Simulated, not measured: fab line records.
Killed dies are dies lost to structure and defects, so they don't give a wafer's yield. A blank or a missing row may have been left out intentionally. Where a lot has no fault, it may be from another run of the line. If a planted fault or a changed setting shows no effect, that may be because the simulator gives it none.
fab line records    flow sky130
record lots=11  wafers=33  last_day=50
route steps=708 shown FIELD_ISO@3 PWDE@53 VT_ADJUST_HVTP@95 VT_ADJUST_NCORE@127
lots untouched by any fault: they come from a run of this same line in which no faults occurred
start_h: the number of hours between the record's first day and the start of the first shown wafer of the lot    wait_h: hours from the lot's prior step to this one    " as in the row above    L1.1+2: several wafers, shown together as one row    - no value, or no start was given    * or withheld: withheld    < > ~ a bound
route shown NAME@n: NAME is a module with steps in the file, n the number in the route of the first one    usual: mean/standard deviation of fault-free wafers    same: alike in all rows    chamber/n: place in a boat    sites: each site's reading    _std_site: standard deviation of those values    _edge_site: the outer-site mean with the inner-site mean subtracted    radius_mm: how far each site lies from the wafer's centre    mask NAME#n: copy n    behind: tool/chamber where the wafer was last shaped    hold: reason for holding the lot/hours on hold/outcome of the hold    device: whichever transistor did not switch (one of n, p or np)    end of line: at the end of the route, the tests of the same wafers    step lacking rows: just its recipe    killed: at the first sort, the dies lost to defects and structure; wafer yield is something else    map: a wafer's dies, x killed, . not, _ none there
set.NAME: the setting as run; set.NAME@STEP: as run at that earlier step    model.NAME: the simulator's own value behind a step, which no gauge read
steps of the route over a sample of lots; a table a step, a row a wafer
services: when a tool's chamber went out of use (start_h, in hours from the record's first day, below 0 if earlier), for how many hours, and the reason
## steps
# step SKY_FIELD_ISO_THK_MEAS_02
# recipe reads=SiO2_of_FIELD_ISO_OXIDATION_01
# usual FIELD_ISO_OXIDATION_00_THK=11.97/0.25
lot.wafer  tool           chamber  start_h  wait_h  FIELD_ISO_OXIDATION_00_THK[nm]
L566.1     film_metro-04  -        14.46    0.0     11.97
L566.2     "              -        "        "       11.91
L566.5     "              -        "        "       11.94
L567.2     film_metro-04  -        16.64    0.0     12.20
L567.3     "              -        "        "       12.32
L567.6     "              -        "        "       12.17
L568.3     film_metro-04  -        22.04    0.0     11.84
L568.5     "              -        "        "       12.30
L568.6     "              -        "        "       12.09
L569.2     film_metro-02  -        27.60    0.0     11.67
L569.3     "              -        "        "       11.57
L569.5     "              -        "        "       11.73
L570.1     film_metro-02  -        31.63    0.0     11.35
L570.4     "              -        "        "       11.65
L570.6     "              -        "        "       11.53
L577.3     film_metro-01  -        68.73    0.0     12.10
L577.4     "              -        "        "       12.10
L577.5     "              -        "        "       12.00
L579.2     film_metro-04  -        76.64    0.0     12.00
L579.3     "              -        "        "       11.98
L579.5     "              -        "        "       12.03
L581.1     film_metro-02  -        88.93    0.0     12.03
L581.2     "              -        "        "       12.07
L581.4     "              -        "        "       11.93
L583.3     film_metro-01  -        98.24    0.0     12.14
L583.4     "              -        "        "       11.85
L583.6     "              -        "        "       12.02
L584.2     film_metro-01  -        102.53   0.0     12.12
L584.4     "              -        "        "       12.08
L584.6     "              -        "        "       11.96
L589.1     film_metro-04  -        127.22   0.0     12.19
L589.3     "              -        "        "       12.28
L589.4     "              -        "        "       12.27
# step SKY_PWDE_IMPLANT_08
# recipe species=B  energy_kev=150  dose_cm2=3.6e+12  tilt_deg=withheld
# usual beam_on_s=10.01/0.17  dose_ions_cm2=3.6e+12/4.7e+09  end_station_pressure_torr=5.02e-06/2.6e-07  faraday_current_uA=20.3/0.34
lot.wafer  tool          chamber  start_h  wait_h  beam_on_s  dose_ions_cm2  end_station_pressure_torr  faraday_current_uA
L566.1     implanter-03  0        71.56    0.0     10.06      3.598e+12      4.87e-06                   20.2
L566.2     "             0        "        "       10.09      3.598e+12      5.06e-06                   20.0
L566.5     "             0        "        "       10.16      3.593e+12      5.62e-06                   20.0
L567.2     implanter-04  0        72.70    0.0     9.93       3.604e+12      4.87e-06                   20.5
L567.3     "             0        "        "       9.94       3.607e+12      4.93e-06                   20.4
L567.6     "             0        "        "       9.98       3.604e+12      4.95e-06                   20.2
L568.3     implanter-03  0        77.07    0.1     9.61       3.604e+12      5.43e-06                   21.1
L568.5     "             0        "        "       9.96       3.603e+12      5.14e-06                   20.3
L568.6     "             0        "        "       10.14      3.6e+12        4.78e-06                   20.1
L569.2     implanter-02  0        87.83    0.0     9.85       3.601e+12      4.72e-06                   20.5
L569.3     "             0        "        "       9.77       3.593e+12      4.84e-06                   20.8
L569.5     "             0        "        "       10.02      3.601e+12      5.42e-06                   20.3
L570.1     implanter-02  0        92.72    0.0     9.92       3.594e+12      5.2e-06                    20.5
L570.4     "             0        "        "       10.08      3.594e+12      5.28e-06                   20.1
L570.6     "             0        "        "       10.22      3.598e+12      5.03e-06                   19.9
L577.3     implanter-04  0        132.20   0.1     11.15      3.6e+12        7.517e-05                  17.8
L577.4     "             0        "        "       11.35      3.598e+12      7.026e-05                  17.4
L577.5     "             0        "        "       11.05      3.597e+12      7.882e-05                  17.9
L579.2     implanter-04  0        141.43   0.0     11.25      3.597e+12      7.212e-05                  17.6
L579.3     "             0        "        "       11.05      3.603e+12      7.596e-05                  18.0
L579.5     "             0        "        "       11.43      3.605e+12      7.361e-05                  17.3
L581.1     implanter-02  0        153.01   0.0     9.98       3.598e+12      5.2e-06                    20.3
L581.2     "             0        "        "       10.12      3.599e+12      4.61e-06                   20.0
L581.4     "             0        "        "       9.88       3.596e+12      4.83e-06                   20.5
L583.3     implanter-02  0        163.77   0.1     9.70       3.605e+12      4.98e-06                   20.9
L583.4     "             0        "        "       10.09      3.601e+12      4.86e-06                   20.2
L583.6     "             0        "        "       10.01      3.597e+12      4.76e-06                   20.2
L584.2     implanter-03  0        170.44   0.0     10.17      3.597e+12      5.17e-06                   20.1
L584.4     "             0        "        "       9.72       3.594e+12      4.89e-06                   20.9
L584.6     "             0        "        "       9.95       3.595e+12      4.97e-06                   20.2
L589.1     implanter-02  0        197.86   0.0     10.20      3.607e+12      5.07e-06                   19.9
L589.3     "             0        "        "       9.98       3.6e+12        4.85e-06                   20.4
L589.4     "             0        "        "       9.92       3.596e+12      4.96e-06                   20.5
# step SKY_PWDE_TW_MEAS_10
# usual PWDE_TW=374.3/1.7
lot.wafer  tool           chamber  start_h  wait_h  PWDE_TW
L566.1     film_metro-03  -        71.81    0.1     369.2
L566.2     "              -        "        "       368.8
L566.5     "              -        "        "       372.0
L567.2     film_metro-03  -        72.93    0.1     374.4
L567.3     "              -        "        "       373.3
L567.6     "              -        "        "       372.1
L568.3     film_metro-01  -        77.29    0.1     374.6
L568.5     "              -        "        "       374.2
L568.6     "              -        "        "       372.9
L569.2     film_metro-01  -        88.06    0.1     374.0
L569.3     "              -        "        "       374.4
L569.5     "              -        "        "       375.3
L570.1     film_metro-02  -        92.97    0.1     372.5
L570.4     "              -        "        "       373.7
L570.6     "              -        "        "       373.1
L577.3     film_metro-03  -        132.42   0.1     387.7
L577.4     "              -        "        "       387.0
L577.5     "              -        "        "       385.3
L579.2     film_metro-01  -        141.66   0.1     387.7
L579.3     "              -        "        "       388.7
L579.5     "              -        "        "       387.9
L581.1     film_metro-01  -        153.26   0.1     374.7
L581.2     "              -        "        "       375.6
L581.4     "              -        "        "       374.6
L583.3     film_metro-02  -        163.99   0.1     373.6
L583.4     "              -        "        "       375.5
L583.6     "              -        "        "       375.8
L584.2     film_metro-02  -        170.67   0.1     374.4
L584.4     "              -        "        "       372.5
L584.6     "              -        "        "       372.6
L589.1     film_metro-03  -        198.11   0.1     373.0
L589.3     "              -        "        "       374.4
L589.4     "              -        "        "       372.3
# step SKY_NWELL_RS_MEAS_31
# recipe thk_meas_gauge=four-point-probe
# usual PWDE_RS=5283/17
lot.wafer  tool           chamber  start_h  wait_h  PWDE_RS[ohm/sq]
L566.1     film_metro-01  -        106.66   0.1     5304
L566.2     "              -        "        "       5289
L566.5     "              -        "        "       5310
L567.2     film_metro-02  -        108.13   0.1     5276
L567.3     "              -        "        "       5267
L567.6     "              -        "        "       5278
L568.3     film_metro-03  -        112.50   0.1     5287
L568.5     "              -        "        "       5304
L568.6     "              -        "        "       5296
L569.2     film_metro-02  -        124.03   0.1     5296
L569.3     "              -        "        "       5265
L569.5     "              -        "        "       5283
L570.1     film_metro-03  -        130.36   0.1     5252
L570.4     "              -        "        "       5244
L570.6     "              -        "        "       5243
L577.3     film_metro-01  -        173.11   0.1     4846
L577.4     "              -        "        "       4820
L577.5     "              -        "        "       4847
L579.2     film_metro-01  -        182.59   0.1     4819
L579.3     "              -        "        "       4824
L579.5     "              -        "        "       4828
L581.1     film_metro-03  -        194.52   0.1     5277
L581.2     "              -        "        "       5262
L581.4     "              -        "        "       5277
L583.3     film_metro-01  -        207.00   0.1     5270
L583.4     "              -        "        "       5266
L583.6     "              -        "        "       5271
L584.2     film_metro-02  -        214.25   0.1     5312
L584.4     "              -        "        "       5306
L584.6     "              -        "        "       5315
L589.1     film_metro-03  -        244.76   0.1     5261
L589.3     "              -        "        "       5278
L589.4     "              -        "        "       5268
# step SKY_VT_ADJUST_HVTP_STRIP_10
# recipe chemistry=O2/N2  power_w=1400  pressure_mtorr=1500  platen_temp_c=withheld  o2_flow_sccm=3000  n2_flow_sccm=300  overash_fraction=0.5
# usual drypump_motor_current_A=5.5/0.37  oes_product_au=0.716/0.0047  strip_time_to_endpoint_s=14.18/0.049
lot.wafer  tool             chamber  start_h  wait_h  drypump_motor_current_A  oes_product_au  rf_hours_counter_h  strip_time_to_endpoint_s
L566.1     plasma_asher-03  0        125.37   0.1     6.2                      0.714           45                  14.10
L566.2     "                1        "        "       5.4                      0.720           45                  14.09
L566.5     "                1        "        "       5.4                      0.717           -                   14.12
L567.2     plasma_asher-03  1        126.68   0.1     5.4                      0.706           45                  14.17
L567.3     "                1        "        "       5.4                      0.715           -                   14.13
L567.6     "                1        "        "       5.4                      0.720           -                   14.17
L568.3     plasma_asher-01  0        131.21   0.1     5.0                      0.720           -                   14.20
L568.5     "                0        "        "       5.1                      0.720           -                   14.21
L568.6     "                1        "        "       5.6                      0.719           -                   14.18
L569.2     plasma_asher-04  0        143.08   0.1     5.5                      0.714           47                  14.20
L569.3     "                0        "        "       5.4                      0.716           -                   14.26
L569.5     "                1        "        "       5.8                      0.716           -                   14.16
L570.1     plasma_asher-04  1        149.97   0.1     5.7                      0.719           48                  14.04
L570.4     "                0        "        "       5.4                      0.719           -                   14.08
L570.6     "                0        "        "       5.4                      0.718           -                   14.11
L577.3     plasma_asher-04  1        193.57   0.1     5.8                      0.714           -                   14.16
L577.4     "                0        "        "       5.4                      0.719           -                   14.14
L577.5     "                0        "        "       5.4                      0.720           -                   14.12
L579.2     plasma_asher-04  0        204.18   0.1     5.4                      0.716           54                  14.20
L579.3     "                1        "        "       5.8                      0.714           -                   14.22
L579.5     "                0        "        "       5.4                      0.717           -                   14.23
L581.1     plasma_asher-01  0        216.48   0.1     5.0                      0.724           10                  14.18
L581.2     "                1        "        "       5.7                      0.712           10                  14.17
L581.4     "                1        "        "       5.6                      0.717           -                   14.17
L583.3     plasma_asher-01  0        229.21   0.1     5.0                      0.715           -                   14.12
L583.4     "                1        "        "       5.6                      0.716           -                   14.16
L583.6     "                0        "        "       5.1                      0.725           -                   14.12
L584.2     plasma_asher-01  0        237.18   0.1     5.1                      0.710           12                  14.15
L584.4     "                0        "        "       5.1                      0.721           -                   14.15
L584.6     "                0        "        "       5.0                      0.719           -                   14.15
L589.1     plasma_asher-03  0        268.28   0.1     6.3                      0.714           59                  14.27
L589.3     "                0        "        "       6.3                      0.713           -                   14.29
L589.4     "                1        "        "       5.4                      0.715           -                   14.26
# step SKY_VT_ADJUST_NCORE_OVL_MEAS_08
# usual VT_ADJUST_NCORE_OVL=0.3/1.4
lot.wafer  tool        chamber  start_h  wait_h  VT_ADJUST_NCORE_OVL[nm]
L566.1     overlay-02  -        184.91   0.1     -1.8
L566.2     "           -        "        "       -3.3
L566.5     "           -        "        "       -0.4
L567.2     overlay-02  -        185.94   0.1     1.0
L567.3     "           -        "        "       0.7
L567.6     "           -        "        "       2.7
L568.3     overlay-02  -        192.45   0.1     -1.8
L568.5     "           -        "        "       -0.6
L568.6     "           -        "        "       -0.3
L569.2     overlay-01  -        205.40   0.1     2.0
L569.3     "           -        "        "       -0.3
L569.5     "           -        "        "       2.2
L570.1     overlay-02  -        212.35   0.1     0.2
L570.4     "           -        "        "       0.0
L570.6     "           -        "        "       -0.1
L577.3     overlay-01  -        262.57   0.1     1.5
L577.4     "           -        "        "       2.0
L577.5     "           -        "        "       0.9
L579.2     overlay-02  -        273.80   0.1     -1.6
L579.3     "           -        "        "       -2.2
L579.5     "           -        "        "       -1.2
L581.1     overlay-02  -        287.59   0.1     -1.2
L581.2     "           -        "        "       0.1
L581.4     "           -        "        "       -2.1
L583.3     overlay-02  -        301.16   0.1     1.6
L583.4     "           -        "        "       2.2
L583.6     "           -        "        "       1.4
L584.2     overlay-02  -        309.95   0.1     0.2
L584.4     "           -        "        "       0.5
L584.6     "           -        "        "       2.1
L589.1     overlay-01  -        344.34   0.1     -0.2
L589.3     "           -        "        "       0.7
L589.4     "           -        "        "       1.2
## services
tool             chamber  start_h  hours  kind
implanter-02     -        105.20   6.4    repair
plasma_asher-01  -        108.75   9.0    pm
plasma_asher-01  0        108.75   9.0    vent_cycle
plasma_asher-01  1        108.75   9.0    vent_cycle
implanter-02     -        111.59   12.7   pm
plasma_asher-01  0        117.75   -      clean
plasma_asher-01  1        117.75   -      clean
plasma_asher-01  -        121.61   2.8    pm
plasma_asher-01  -        124.45   1.0    repair
implanter-02     -        140.39   3.5    pm
implanter-04     -        143.47   16.1   pm
implanter-02     -        171.39   3.9    repair
implanter-04     -        177.29   6.5    pm
implanter-02     -        190.71   6.3    repair
implanter-03     -        204.08   2.4    repair
implanter-04     -        253.60   2.3    pm
## key
first_sign step=SKY_PWDE_IMPLANT_08  reading=end_station_pressure_torr  direction=up  sigmas=99+  usual=5.02e-06  struck=7.432e-05
effect step=SKY_PWDE_IMPLANT_08  reading=faraday_current_uA  direction=down  sigmas=7.6  usual=20.3  struck=17.7
effect step=SKY_PWDE_TW_MEAS_10  reading=PWDE_TW  direction=up  sigmas=7.6  usual=374.3  struck=387.4
effect step=SKY_NWELL_RS_MEAS_31  reading=PWDE_RS  direction=down  sigmas=27  usual=5283  struck=4831
met_at SKY_PWDE_IMPLANT_08
struck_lots L577,L579
tester_left_out L577,L579
not_acting_at SKY_FIELD_ISO_THK_MEAS_02,SKY_VT_ADJUST_HVTP_STRIP_10,SKY_VT_ADJUST_NCORE_OVL_MEAS_08
onset_between 72.70 132.20
fault kind=process_parameter_drift  tool=implanter-04  chamber=-  onset_h=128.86  steps=SKY_PWDE_IMPLANT_08  channel=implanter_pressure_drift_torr  offset=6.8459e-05  shape=step  end_h=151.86
fault kind=process_parameter_drift  tool=implanter-04  chamber=-  onset_h=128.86  steps=SKY_PWDE_IMPLANT_08  channel=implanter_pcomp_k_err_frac  offset=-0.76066  shape=step  end_h=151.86
# tester_left_out: of these lots the tester's yield and bins aren't shown, on N5 and GAA mostly nor the transistor test; their killed dies are dies lost to structure and defects alone, not to doping, threshold or leakage, so they don't give the yield
